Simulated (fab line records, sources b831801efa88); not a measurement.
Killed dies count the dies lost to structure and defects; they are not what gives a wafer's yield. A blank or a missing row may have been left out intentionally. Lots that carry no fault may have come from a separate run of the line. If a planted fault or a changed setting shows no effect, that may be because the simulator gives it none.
Which of the tools did it? + flow gf180mcu + 14 lots with 42 wafers sampled at 5 steps, on a route of 602 steps

== WHAT THE GAUGES SHOWED, per wafer ==
GF_VT_IMPLANT_RS_MEAS_48: measures by four-point-probe. Usual: LVPWELL_RS gives 1197.9 ohm/sq (standard deviation 2.6).
| lot  | measured     | on           | LVPWELL_RS (ohm/sq)  | flag |
|------|--------------|--------------|----------------------|------|
| L828 | day 7 19:44  | filmMetro-01 | 1197.8 1200.5 1198.6 |      |
| L830 | day 8 10:14  | filmMetro-01 | 1199.2 1201.6 1198.5 |      |
| L831 | day 8 16:05  | filmMetro-02 | 1198.6 1204.9 1199.3 |      |
| L832 | day 9 08:11  | filmMetro-01 | 1200.6 1200.4 1196.3 |      |
| L833 | day 9 08:41  | filmMetro-02 | 1204.3 1199.3 1198.7 |      |
| L834 | day 9 08:47  | filmMetro-01 | 1200.7 1196.8 1195.3 |      |
| L835 | day 9 23:25  | filmMetro-02 | 1195.5 1196.7 1202.5 |      |
| L841 | day 11 17:20 | filmMetro-01 | 1199.4 1200.2 1200.4 |      |
| L842 | day 12 05:55 | filmMetro-02 | 1196.6 1196.5 1199.4 |      |
| L845 | day 12 21:32 | filmMetro-01 | 1204.3 1206.0 1207.7 | OFF  |
| L847 | day 13 03:04 | filmMetro-03 | 1206.5 1207.1 1207.8 | OFF  |
| L848 | day 13 19:46 | filmMetro-01 | 1198.4 1196.9 1200.9 |      |
| L849 | day 13 21:26 | filmMetro-02 | 1191.6 1196.2 1192.9 |      |
| L850 | day 14 02:58 | filmMetro-03 | 1200.4 1202.8 1197.3 |      |

GF_M3_CD_MEAS_14 targets a cd of 280 nm. Usual: cdNm 280.1 nm, standard deviation 1.1.
| lot  | measured     | on       | cdNm (nm)         | flag |
|------|--------------|----------|-------------------|------|
| L828 | day 21 14:34 | cdSem-02 | 280.8 280.8 279.9 |      |
| L830 | day 22 10:28 | cdSem-02 | 281.2 281.2 281.4 |      |
| L831 | day 22 16:59 | cdSem-02 | 279.9 280.5 279.1 |      |
| L832 | day 23 20:10 | cdSem-01 | 278.8 281.2 279.3 |      |
| L833 | day 23 21:06 | cdSem-01 | 280.6 279.5 280.1 |      |
| L834 | day 23 19:15 | cdSem-01 | 279.3 279.1 278.6 |      |
| L835 | day 24 06:19 | cdSem-02 | 278.3 279.6 278.5 |      |
| L841 | day 26 13:13 | cdSem-01 | 279.1 279.1 279.6 |      |
| L842 | day 27 01:29 | cdSem-02 | 280.7 280.1 279.2 |      |
| L845 | day 27 16:44 | cdSem-02 | 279.9 279.6 279.3 |      |
| L847 | day 28 06:58 | cdSem-02 | 280.3 280.0 280.3 |      |
| L848 | day 28 14:28 | cdSem-01 | 279.4 280.7 280.7 |      |
| L849 | day 28 16:49 | cdSem-01 | 278.7 280.3 278.3 |      |
| L850 | day 29 04:22 | cdSem-01 | 280.8 280.3 279.8 |      |

== TOOL THAT RAN EACH LOT (tool first, then ch and the chambers of the sampled wafers, then the start) ==
| lot  | GF_LVPWELL_IMPLANT_08          | GF_M1_SPUTTER_03            | GF_M3_SPUTTER_03            |
|------|--------------------------------|-----------------------------|-----------------------------|
| L828 | implanter-04 ch 0, day 4 02:52 | pvdSputter-02, day 16 09:14 | pvdSputter-01, day 20 14:08 |
| L830 | implanter-01 ch 0, day 4 13:57 | pvdSputter-01, day 17 05:12 | pvdSputter-03, day 21 10:45 |
| L831 | implanter-02 ch 0, day 4 21:31 | pvdSputter-02, day 17 12:20 | pvdSputter-01, day 21 16:59 |
| L832 | implanter-04 ch 0, day 5 02:56 | pvdSputter-02, day 18 16:50 | pvdSputter-01, day 22 22:25 |
| L833 | implanter-04 ch 0, day 5 06:24 | pvdSputter-01, day 18 17:57 | pvdSputter-02, day 22 22:44 |
| L834 | implanter-04 ch 0, day 5 10:59 | pvdSputter-01, day 18 15:13 | pvdSputter-03, day 22 20:16 |
| L835 | implanter-04 ch 0, day 5 22:47 | pvdSputter-02, day 19 01:49 | pvdSputter-03, day 23 07:40 |
| L841 | implanter-04 ch 0, day 7 06:44 | pvdSputter-02, day 21 16:08 | pvdSputter-01, day 25 16:20 |
| L842 | implanter-01 ch 0, day 7 18:18 | pvdSputter-02, day 22 05:01 | pvdSputter-02, day 26 03:53 |
| L845 | implanter-04 ch 0, day 8 07:33 | pvdSputter-03, day 22 23:30 | pvdSputter-03, day 26 19:53 |
| L847 | implanter-04 ch 0, day 8 12:02 | pvdSputter-03, day 23 10:18 | pvdSputter-02, day 27 11:33 |
| L848 | implanter-01 ch 0, day 9 01:08 | pvdSputter-03, day 24 01:12 | pvdSputter-02, day 27 19:14 |
| L849 | implanter-01 ch 0, day 9 02:08 | pvdSputter-02, day 24 03:48 | pvdSputter-01, day 27 20:58 |
| L850 | implanter-02 ch 0, day 9 07:56 | pvdSputter-02, day 24 11:28 | pvdSputter-03, day 28 09:16 |
- GF_LVPWELL_IMPLANT_08
- GF_M1_SPUTTER_03: material Ti, target thk 10 nm, time 6.7 s.
- GF_M3_SPUTTER_03: material Ti, target thk 10 nm, time 6.7 s.

== AS READ BY THE TOOLS THEMSELVES (means over the sampled wafers that have a number; for cases with no such wafer, the mark the record gives instead) ==
GF_LVPWELL_IMPLANT_08. Usual: beamEnergyKeV 170.00, standard deviation 0.052.
| lot  | tool         | beamEnergyKeV | flag |
|------|--------------|---------------|------|
| L828 | implanter-04 | 170.03        |      |
| L830 | implanter-01 | 170.02        |      |
| L831 | implanter-02 | 169.95        |      |
| L832 | implanter-04 | 170.01        |      |
| L833 | implanter-04 | 170.04        |      |
| L834 | implanter-04 | 169.94        |      |
| L835 | implanter-04 | 169.93        |      |
| L841 | implanter-04 | 169.97        |      |
| L842 | implanter-01 | 170.07        |      |
| L845 | implanter-04 | 169.99        |      |
| L847 | implanter-04 | 170.00        |      |
| L848 | implanter-01 | 169.99        |      |
| L849 | implanter-01 | 170.00        |      |
| L850 | implanter-02 | 169.93        |      |

GF_M1_SPUTTER_03. Usual: throttleValvePct 30.2 %, standard deviation 1.
| lot  | tool          | throttleValvePct (%) | flag |
|------|---------------|----------------------|------|
| L828 | pvdSputter-02 | 30.3                 |      |
| L830 | pvdSputter-01 | 30.2                 |      |
| L831 | pvdSputter-02 | 31.0                 |      |
| L832 | pvdSputter-02 | 29.9                 |      |
| L833 | pvdSputter-01 | 31.5                 |      |
| L834 | pvdSputter-01 | 31.6                 |      |
| L835 | pvdSputter-02 | 30.8                 |      |
| L841 | pvdSputter-02 | 30.9                 |      |
| L842 | pvdSputter-02 | 30.2                 |      |
| L845 | pvdSputter-03 | 29.6                 |      |
| L847 | pvdSputter-03 | 28.9                 |      |
| L848 | pvdSputter-03 | 29.0                 |      |
| L849 | pvdSputter-02 | 30.6                 |      |
| L850 | pvdSputter-02 | 30.0                 |      |

GF_M3_SPUTTER_03. Usual: throttleValvePct 30.0 %, standard deviation 1.1.
| lot  | tool          | throttleValvePct (%) | flag |
|------|---------------|----------------------|------|
| L828 | pvdSputter-01 | 30.8                 |      |
| L830 | pvdSputter-03 | 29.5                 |      |
| L831 | pvdSputter-01 | 30.9                 |      |
| L832 | pvdSputter-01 | 31.1                 |      |
| L833 | pvdSputter-02 | 30.4                 |      |
| L834 | pvdSputter-03 | 29.6                 |      |
| L835 | pvdSputter-03 | 29.6                 |      |
| L841 | pvdSputter-01 | 30.3                 |      |
| L842 | pvdSputter-02 | 30.3                 |      |
| L845 | pvdSputter-03 | 29.2                 |      |
| L847 | pvdSputter-02 | 30.3                 |      |
| L848 | pvdSputter-02 | 30.6                 |      |
| L849 | pvdSputter-01 | 30.9                 |      |
| L850 | pvdSputter-03 | 28.8                 |      |

== THE ANSWER, worked out from the rows above alone ==
Rule: a lot counts as off when the mean over its wafers that have a number is more than 3 standard deviations away from the usual mean. A lot without any number at a reading at which 4 lots or more have one is off too. The other lots that the step has rows for count as sound. After the gauges, taken in route order, come the tools' own readings; for these a lot's mean is taken, as printed above. The first step at which some lot is off is used, and at that step the reading that is off furthest; a lot without a number counts as furthest.
Off: L845, L847, at GF_VT_IMPLANT_RS_MEAS_48 (LVPWELL_RS).
A tool fits if, at a process step before that reading, it ran every lot that is off, and no sound lot after the first of them. The gauges at GF_VT_IMPLANT_RS_MEAS_48 are tried like those tools. One candidate fits, namely implanter-04 at GF_LVPWELL_IMPLANT_08. Its last sound lot is L841 (day 7 06:44), its first lot that is off L845 (day 8 07:33): a fault that began between those two fits.

== WHAT THE SIMULATOR PUT IN ==
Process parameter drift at GF_LVPWELL_IMPLANT_08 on implanter-04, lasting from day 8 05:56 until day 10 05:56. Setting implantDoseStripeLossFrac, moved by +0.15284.
Struck lots among those shown: L845, L847. The rule above reached the same finding.
